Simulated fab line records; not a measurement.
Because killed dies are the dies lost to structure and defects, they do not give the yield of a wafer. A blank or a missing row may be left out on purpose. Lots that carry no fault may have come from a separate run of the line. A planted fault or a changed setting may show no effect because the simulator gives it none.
Comparing a struck lot with a sound one || flow gf180mcu || 20 steps out of a route of 602
Sound: wafers L845.1, L845.4, L845.5. Struck: wafers L853.1, L853.3, L853.6. At the end, the cause is stated.
At each step with rows: each side's tool, then ch and its chambers, then its first start. Under that, the readings that differ: sound wafers || struck wafers || difference of the means || sigmas: that difference in standard deviations of wafers without a fault.
alike: words and numbers the same on both sides, and readings whose means are apart by under 2 such deviations; not compared: readings that were withheld, readings missing a value for some wafer, numbers with overlapping values and no deviation given by the record, and bounds like >300 which may hide the same value.
The two part at a step that has a row with sigmas, a row that says differs or no value, or rows on one side only. When numbers do not overlap yet have no deviation, they are printed without sigmas and do not part them. A reading that every wafer of one side lacks parts them only if that side has two wafers or more.

first, 1 step without rows for these wafers: GF_V3_CVD_00 (deposits SiO2, target thk 600 nm, time 100 s).
GF_V3_THK_MEAS_01:
  sound on film_metro-02 at day 24 07:41; struck on film_metro-04 at day 26 14:49
  alike: V3_CVD_00_THK
GF_V3_CVD_02: deposits SiO2 from TEOS, target thk 850 nm, time 94.851 s.
  sound on pecvd-03 ch 0,1,2, day 24 07:45; struck on pecvd-04 ch 0, day 26 14:52
  alike: heater_power_outer_w, heater_power_w
GF_V3_THK_MEAS_03:
  sound on film_metro-01 at day 24 07:49; struck on film_metro-04 at day 26 14:58
  alike: V3_CVD_02_THK
GF_V3_CMP_04: polishes SiO2.
  sound on cmp-02 ch 0,2,3, day 24 07:56; struck on cmp-01 ch 1,2,3, day 26 15:08
  alike: head_pressure_psi, motor_current_A, time_to_endpoint_s
GF_V3_BOW_MEAS_05:
  sound on film_metro-01 at day 24 08:11; struck on film_metro-04 at day 26 15:20
  alike: V3_BOW
then, 6 steps without rows for these wafers: GF_V3_DEHYDRATE_06 (time 60 s); GF_V3_HMDS_07 (prime time 60 s); GF_V3_COAT_08; GF_V3_COAT_09 (resist thk 1000 nm); GF_V3_SOFTBAKE_10 (time 60 s); GF_V3_EXPOSE_11 (exposes mask Via3, target cd 260 nm).
GF_V3_PEB_12: peb time 90 s.
  sound on litho_track-01 ch 0, day 25 05:32; struck on litho_track-01 ch 0, day 27 11:38
{"reading": "heater_power_total_W (W)", "sound": "85.61 85.61 85.71", "struck": "80.48 80.56 80.36", "difference": -5.18, "sigmas": -64}
{"reading": "plate_temp_C (C)", "sound": "134.97 135.03 134.98", "struck": "128.37 128.31 128.35", "difference": -6.65, "sigmas": -48}
then, 1 step without rows for these wafers: GF_V3_DEVELOP_13 (develop time 60 s).
GF_V3_CD_MEAS_14: the cd target is 260 nm.
  sound on cd_sem-01 at day 25 05:53; struck on cd_sem-02 at day 27 11:59
{"reading": "cd_nm (nm)", "sound": "261.4 261.0 261.1", "struck": "237.0 236.4 237.9", "difference": -24.1, "sigmas": -22}
GF_V3_OVL_MEAS_15:
  sound on overlay-01 at day 25 06:00; struck on overlay-02 at day 27 12:07
  alike: V3_OVL
GF_V3_ETCH_16: etches BARC in N2/H2.
  sound on rie_diel-04 ch 0,2,3, day 25 06:02; struck on rie_diel-02 ch 1,2, day 27 12:08
{"reading": "model.V3.cd_nm (nm)", "sound": "261.9 261.9 262.7", "struck": "235.5 236.7 236.7", "difference": -25.9, "sigmas": ""}
  alike: drypump_motor_current_A, oes_product_au, throttle_valve_pct
GF_V3_ETCH_17: etches SiO2 in C4F8/O2/Ar, stops on TiN, target depth 635 nm.
  sound: rie_diel-04 ch 0,2,3; struck: rie_diel-02 ch 1,2
{"reading": "model.V3.cd_nm (nm)", "sound": "261.5 262 262.4", "struck": "234.5 236.1 235.3", "difference": -26.7, "sigmas": ""}
  alike: oes_product_au
GF_V3_STRIP_18: strips in O2/N2.
  sound on plasma_asher-03 ch 0,1, day 25 06:10; struck on plasma_asher-04 ch 0,1, day 27 12:16
  alike: drypump_motor_current_A, heater_power_w, oes_product_au
  not compared: rf_hours_counter_h
GF_PASSIVATION_PROBE_99:
  rows exist in the record for the sound wafers here (prober-02, day 31 11:43), none for the struck ones

## WHERE THEY PART
First at GF_V3_PEB_12; last, within this record, at GF_PASSIVATION_PROBE_99.

WHY: whatever the simulator had introduced
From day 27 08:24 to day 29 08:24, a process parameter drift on litho_track-01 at GF_V3_PEB_12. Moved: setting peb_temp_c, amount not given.
